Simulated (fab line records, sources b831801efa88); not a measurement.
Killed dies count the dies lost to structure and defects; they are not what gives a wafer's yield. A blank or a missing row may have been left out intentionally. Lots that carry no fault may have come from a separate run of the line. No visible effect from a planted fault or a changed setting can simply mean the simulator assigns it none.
What tool caused it? | flow gf180mcu | 6 lots, 18 wafers sampled, at 2 steps of a route of 602

== WHAT EACH GAUGE READ, for each wafer ==
GF_VT_IMPLANT_RS_MEAS_48: the measuring method here is four-point-probe.
lot  | measured     | on            | LVPWELL_RS (ohm/sq)
L542 | day 7 19:42  | film_metro-04 | 1195 1193 1194
L545 | day 8 14:32  | film_metro-02 | 1169 1168 1168
L547 | day 9 05:01  | film_metro-03 | 1167 1166 1165
L559 | day 12 13:12 | film_metro-04 | 1195 1196 1195
L561 | day 13 02:15 | film_metro-03 | 1194 1195 1191
L564 | day 14 00:16 | film_metro-03 | 1193 1194 1192

== EACH LOT AND THE TOOL THAT RAN IT (in order: tool; ch and the chambers of the sampled wafers; start) ==
lot  | GF_LVPWELL_IMPLANT_09
L542 | implanter-02 ch 0, day 4 03:05
L545 | implanter-02 ch 0, day 4 18:55
L547 | implanter-02 ch 0, day 5 06:05
L559 | implanter-01 ch 0, day 8 01:54
L561 | implanter-03 ch 0, day 8 13:41
L564 | implanter-01 ch 0, day 9 06:38
- GF_LVPWELL_IMPLANT_09

== THE ANSWER, worked out from the rows above alone ==
Rule: the usual values come from the lots themselves. The widest of any qualifying gaps counts: lots, ordered by their means at a reading, are off when they make up no more than a third of the lots, leave a main group of 4 or more, and stand apart from it by 3 or more times the standard deviation of that group's means. If all means in a main group match to the digits the tables above print for the reading, that group is not used. A lot without any number at a reading at which 4 lots or more have one is off too. The other lots that the step has rows for count as sound.
Off: at GF_VT_IMPLANT_RS_MEAS_48 (LVPWELL_RS), L545, L547. The main group has a mean of 1194 ohm/sq with a standard deviation of 0.89.
A tool fits if, at a process step before that reading, it ran every lot that is off, and no sound lot after the first of them. Those tools and the gauges at GF_VT_IMPLANT_RS_MEAS_48 are tried in the same way. One candidate fits, namely implanter-02 at GF_LVPWELL_IMPLANT_09. A fault onset in the window from L542 (day 4 03:05, its last sound lot) to L545 (day 4 18:55, its first lot off) fits.

== WHAT WAS PUT IN BY THE SIMULATOR ==
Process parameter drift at GF_LVPWELL_IMPLANT_09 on implanter-02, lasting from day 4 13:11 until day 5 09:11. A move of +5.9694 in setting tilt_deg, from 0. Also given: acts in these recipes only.
Lots struck among those shown: L545, L547. The rule above reached the same finding.
